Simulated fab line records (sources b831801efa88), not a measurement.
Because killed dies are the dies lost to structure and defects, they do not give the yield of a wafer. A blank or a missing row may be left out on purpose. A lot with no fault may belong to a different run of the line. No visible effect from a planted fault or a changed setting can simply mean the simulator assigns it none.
Code-filled problem report in 8D (eight disciplines) form | flow gf180mcu | the parts of the form that need people (team, actions taken, sign-off) are left out

1. WHAT WENT WRONG
rf fwd power W at GF_HV_LDD_ETCHBACK_58 reads a mean of 333.5 W on 6 wafers of 2 lots; wafers without a fault read 397.7 W with a standard deviation of 1.5. Measured from the usual mean, that is -43 standard deviations.
The step: etches Si3N4 in CH3F/O2, stops on SiO2, time 100 s, target depth 90 nm.
Earliest sighting: wafer L358.1 on rie diel-02 at day 18 16:44. The record holds 39 wafers of 13 lots with a number at this step. Rule for "out", or "out of limits": more than 4 standard deviations from the usual mean. The other wafers with a number count as sound.

2. WHAT IT IS, WHAT IT ISN'T
question                    | is                     | is not
which readings at this step | rf fwd power W         | chamber pressure mTorr, drypump motor current A, oes product au
which lots                  | L358, L359             | L340, L341, L343, L347, L348, L349, L352, L354, L355, L360, L362
which wafers of those lots  | all that have a number | -
read on which tools         | rie diel-02            | rie diel-01, rie diel-03
when                        | from day 18 16:44      | up to then (27 sound wafers); but 6 sound wafers of L360, L362 came after

3. THE SUSPECTS, EACH WITH WHAT RULES IT OUT
Counting: a tool at a process step up to the reading stays a suspect if it ran every lot that is out and no sound lot after the first of them.
- rie diel-02 at GF_HV_LDD_ETCHBACK_58 (etches Si3N4 in CH3F/O2, stops on SiO2, time 100 s, target depth 90 nm): kept. All lots that are out passed through it, beginning with L358 at day 18 16:44, and no sound lot followed; its final sound lot before that point was L355 at day 17 19:34. On those wafers its own readings are out: rf fwd power W.
Remaining after the count: rie diel-02 at GF_HV_LDD_ETCHBACK_58.

4. THE CAUSE (what the simulator had put in)
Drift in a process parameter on rie diel-02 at GF_HV_LDD_ETCHBACK_58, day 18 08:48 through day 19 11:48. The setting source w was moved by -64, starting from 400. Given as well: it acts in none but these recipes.
After counting, this tool was the only one left.

5. THE EFFECT CHAIN, in route order
Each row: a reading where the mean over the struck wafers with a number is more than 3 standard deviations away from the usual. Only readings for which the record gives a usual standard deviation are gone through. hours: the time from each lot's start at the first step in this table that gives one to its start at this step, as a median over the lots. sigmas: the change in usual standard deviations.
hours | step                  | reading        | usual   | on struck wafers | change | sigmas
0     | GF_HV_LDD_ETCHBACK_58 | rf fwd power W | 397.7 W | 333.5            | -64.2  | -43
It contains these process steps:
- GF_HV_LDD_ETCHBACK_58: etches Si3N4 in CH3F/O2, stops on SiO2, time 100 s, target depth 90 nm.

6. HOW IT WOULD HAVE BEEN CAUGHT EARLIER
In this record no reading fell out of limits until day 18 16:44, 8 hours after the fault had begun at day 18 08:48.
